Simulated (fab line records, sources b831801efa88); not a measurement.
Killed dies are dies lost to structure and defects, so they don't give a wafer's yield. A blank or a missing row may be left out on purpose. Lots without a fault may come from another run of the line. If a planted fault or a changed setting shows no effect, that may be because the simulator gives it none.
Split-lot experiment + flow gf180mcu + on a route of 602 steps: 5 lots, 23 wafers read

## THE SPLIT ITSELF
At GF_M5_PEB_05 (peb time 90 s), the setting peb-temp-c was moved away from the recipe's 135 C on 8 of the 23 wafers read, by -1.5% to +2.6%. This setting was run at the recipe's value on the other wafers.

## FROM SPLIT TO READING: 1 step shown by the file between the two
- GF_M5_DEVELOP_06: develop time 60 s

## THE READING
cd-nm, in nm, at GF_M5_CD_MEAS_07 (target cd 280 nm). A value of 280.2 nm with a standard deviation of 0.91 nm is what fault-free wafers of this fab line usually give.

| wafer  | tool, chamber at the split | peb-temp-c as run, C | against the recipe | cd-nm, nm | against lot-mates on the recipe |
|--------|----------------------------|----------------------|--------------------|-----------|---------------------------------|
| L074.1 | litho-track-02, 0          | 138.5                | +2.6%              | 272.7     | -7.2                            |
| L074.2 | litho-track-02, 0          | 138.5                | +2.6%              | 272.5     | -7.4                            |
| L074.3 | litho-track-02, 0          | 135                  | recipe             | 279.4     | -                               |
| L074.4 | litho-track-02, 0          | 138.5                | +2.6%              | 272.3     | -7.6                            |
| L074.6 | litho-track-02, 0          | 135                  | recipe             | 280.5     | -                               |
| L077.1 | litho-track-02, 0          | 135                  | recipe             | 282.0     | -                               |
| L077.2 | litho-track-02, 0          | 135                  | recipe             | 281.1     | -                               |
| L077.4 | litho-track-02, 0          | 135                  | recipe             | 281.9     | -                               |
| L077.5 | litho-track-02, 0          | 135                  | recipe             | 282.1     | -                               |
| L077.6 | litho-track-02, 0          | 135                  | recipe             | 281.9     | -                               |
| L081.2 | litho-track-04, 0          | 135                  | recipe             | 280.6     | -                               |
| L081.4 | litho-track-04, 0          | 135                  | recipe             | 280.8     | -                               |
| L081.6 | litho-track-04, 0          | 135                  | recipe             | 281.1     | -                               |
| L082.1 | litho-track-01, 0          | 135                  | recipe             | 280.6     | -                               |
| L082.3 | litho-track-01, 0          | 135                  | recipe             | 279.7     | -                               |
| L082.4 | litho-track-01, 0          | 133                  | -1.5%              | 286.4     | +6.2                            |
| L082.5 | litho-track-01, 0          | 133                  | -1.5%              | 285.3     | +5.2                            |
| L082.6 | litho-track-01, 0          | 133                  | -1.5%              | 285.5     | +5.4                            |
| L085.1 | litho-track-04, 0          | 135                  | recipe             | 280.3     | -                               |
| L085.2 | litho-track-04, 0          | 135                  | recipe             | 279.4     | -                               |
| L085.3 | litho-track-04, 0          | 135                  | recipe             | 279.5     | -                               |
| L085.4 | litho-track-04, 0          | 138.5                | +2.6%              | 270.1     | -9.6                            |
| L085.6 | litho-track-04, 0          | 138.5                | +2.6%              | 271.9     | -7.8                            |

THE FIT
A straight line over all 23 wafers: cd-nm changes by -3.4 nm for each +1% of peb-temp-c; r = -0.98; the points scatter about the line by 0.93 nm.
The same after taking each lot's own level away (the mean of its wafers on the recipe; 23 wafers): -3.23 nm for each +1%; r = -0.99; scatter 0.64 nm.
According to that fit, moving peb-temp-c by its largest amount changes the reading by 8.4 nm.
Across the lots, their own levels run from 279.73 to 281.80 nm, a range of 2.3 times the standard deviation given above.
Hence the lot-to-lot level has little effect on the slope; both slopes agree.
Check: for one of the wafers moved furthest among these (+2.6%), held out of the fit, the line's prediction against its lot-mates is -8.37 nm. It came out at -7.25 nm against them.

## THE WHOLE CHAIN: every reading that the file lists as answering this split, in the file's order
| step                | what it does                                                                         | reading                                                   | change (the file's fit)              | r (the file's) |
|---------------------|--------------------------------------------------------------------------------------|-----------------------------------------------------------|--------------------------------------|----------------|
| GF_M5_CD_MEAS_07    | target cd 280 nm                                                                     | cd-nm                                                     | -3.21 nm for each +1% of the setting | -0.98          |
| GF_M5_ETCH_09       | etches Si3N4 in CF4/O2, target depth 52 nm, time 11.6 s                              | M5.cd-nm (the simulator's own value, which no gauge read) | -3.12 nm for each +1% of the setting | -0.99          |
| GF_M5_METAL_ETCH_10 | etches the open film in Cl2/BCl3, stops on SiO2, target depth 627.5 nm, time 104.6 s | M5.cd-nm (the simulator's own value, which no gauge read) | -3.02 nm for each +1% of the setting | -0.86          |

## FILE'S OWN FIT
cd-nm changes by -3.21 nm for each +1% of peb-temp-c, r = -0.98.
